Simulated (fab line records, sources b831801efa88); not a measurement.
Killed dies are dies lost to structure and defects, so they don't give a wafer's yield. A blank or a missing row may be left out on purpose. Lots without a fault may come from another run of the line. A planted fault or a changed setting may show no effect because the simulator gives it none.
Which tool did it? | flow gf180mcu | 13 lots, 39 wafers sampled, at 3 steps of a route of 602

WHAT THE GAUGES READ, wafer by wafer
GF_M4_THK_MEAS_06: measures by xrf. Usual: M4_ALCU_THK 452 nm, standard deviation 4.5.
lot  | measured     | on            | M4_ALCU_THK (nm) | flag
L311 | day 22 14:31 | film_metro-04 | 451 445 450      |
L313 | day 23 07:14 | film_metro-02 | 450 452 452      |
L314 | day 23 14:16 | film_metro-03 | 451 454 449      |
L317 | day 24 17:45 | film_metro-02 | 450 457 460      |
L318 | day 24 21:49 | film_metro-03 | 454 456 453      |
L319 | day 25 09:34 | film_metro-02 | 449 454 451      |
L327 | day 28 01:08 | film_metro-04 | 455 457 452      |
L328 | day 28 04:36 | film_metro-04 | 450 449 448      |
L329 | day 28 17:10 | film_metro-02 | 449 455 457      |
L331 | day 29 01:07 | film_metro-03 | 448 452 447      |
L332 | day 29 10:10 | film_metro-04 | 458 446 457      |
L333 | day 29 11:05 | film_metro-02 | 449 451 456      |
L334 | day 29 20:47 | film_metro-02 | 458 455 458      |

WHICH TOOL RAN EACH LOT (tool, then ch and the chambers of the sampled wafers, then the start)
lot  | GF_M3_SPUTTER_02             | GF_V3_SPUTTER_22
L311 | pvd_sputter-02, day 20 11:47 | pvd_sputter-01, day 22 13:31
L313 | pvd_sputter-02, day 21 05:06 | pvd_sputter-01, day 23 06:16
L314 | pvd_sputter-02, day 21 12:31 | pvd_sputter-03, day 23 13:17
L317 | pvd_sputter-04, day 22 17:15 | pvd_sputter-03, day 24 16:45
L318 | pvd_sputter-04, day 22 21:09 | pvd_sputter-03, day 24 20:30
L319 | pvd_sputter-04, day 23 10:26 | pvd_sputter-02, day 25 08:35
L327 | pvd_sputter-02, day 26 04:33 | pvd_sputter-02, day 28 00:10
L328 | pvd_sputter-02, day 26 09:19 | pvd_sputter-03, day 28 03:37
L329 | pvd_sputter-04, day 26 20:44 | pvd_sputter-01, day 28 16:05
L331 | pvd_sputter-02, day 27 06:32 | pvd_sputter-01, day 29 00:07
L332 | pvd_sputter-02, day 27 15:01 | pvd_sputter-03, day 29 08:32
L333 | pvd_sputter-04, day 27 16:31 | pvd_sputter-01, day 29 10:04
L334 | pvd_sputter-04, day 28 03:08 | pvd_sputter-02, day 29 19:49
- GF_M3_SPUTTER_02: material AlCu, target thk 450 nm, time 23.9 s.
- GF_V3_SPUTTER_22: material TiN, target thk 10 nm, time 40 s.

WHAT THE TOOLS THEMSELVES READ (means of the sampled wafers that have a number; where no wafer has one, the mark that the record gives instead)
GF_M3_SPUTTER_02. Usual: throttle_valve_pct 30.6 %, standard deviation 1.4.
lot  | tool           | throttle_valve_pct (%) | flag
L311 | pvd_sputter-02 | 31.4                   |
L313 | pvd_sputter-02 | 31.2                   |
L314 | pvd_sputter-02 | 30.7                   |
L317 | pvd_sputter-04 | 30.3                   |
L318 | pvd_sputter-04 | 31.0                   |
L319 | pvd_sputter-04 | 31.5                   |
L327 | pvd_sputter-02 | 30.7                   |
L328 | pvd_sputter-02 | 30.9                   |
L329 | pvd_sputter-04 | 29.9                   |
L331 | pvd_sputter-02 | 30.6                   |
L332 | pvd_sputter-02 | 30.6                   |
L333 | pvd_sputter-04 | 31.2                   |
L334 | pvd_sputter-04 | 29.7                   |

GF_V3_SPUTTER_22. Usual: throttle_valve_pct 30.5 %, standard deviation 0.74.
lot  | tool           | throttle_valve_pct (%) | flag
L311 | pvd_sputter-01 | 30.2                   |
L313 | pvd_sputter-01 | 30.8                   |
L314 | pvd_sputter-03 | 30.4                   |
L317 | pvd_sputter-03 | 30.7                   |
L318 | pvd_sputter-03 | 30.7                   |
L319 | pvd_sputter-02 | 30.2                   |
L327 | pvd_sputter-02 | 29.8                   |
L328 | pvd_sputter-03 | 29.9                   |
L329 | pvd_sputter-01 | 30.9                   |
L331 | pvd_sputter-01 | 30.5                   |
L332 | pvd_sputter-03 | 30.8                   |
L333 | pvd_sputter-01 | 30.4                   |
L334 | pvd_sputter-02 | 30.3                   |

THE ANSWER, worked out from the rows above alone
Rule: a lot is off if the mean of its wafers that have a number lies more than 3 standard deviations from the usual mean. A lot without any number at a reading at which 4 lots or more have one is off too. The other lots that the step has rows for count as sound. The gauges are gone through in route order, then the tools' own readings, and for those a lot's mean is taken as printed above. The first step at which some lot is off is used, and at that step the reading that is off furthest; a lot without a number counts as furthest.
No lot is off at any reading shown: from this, nothing can be told.

WHAT THE SIMULATOR HAD PUT IN
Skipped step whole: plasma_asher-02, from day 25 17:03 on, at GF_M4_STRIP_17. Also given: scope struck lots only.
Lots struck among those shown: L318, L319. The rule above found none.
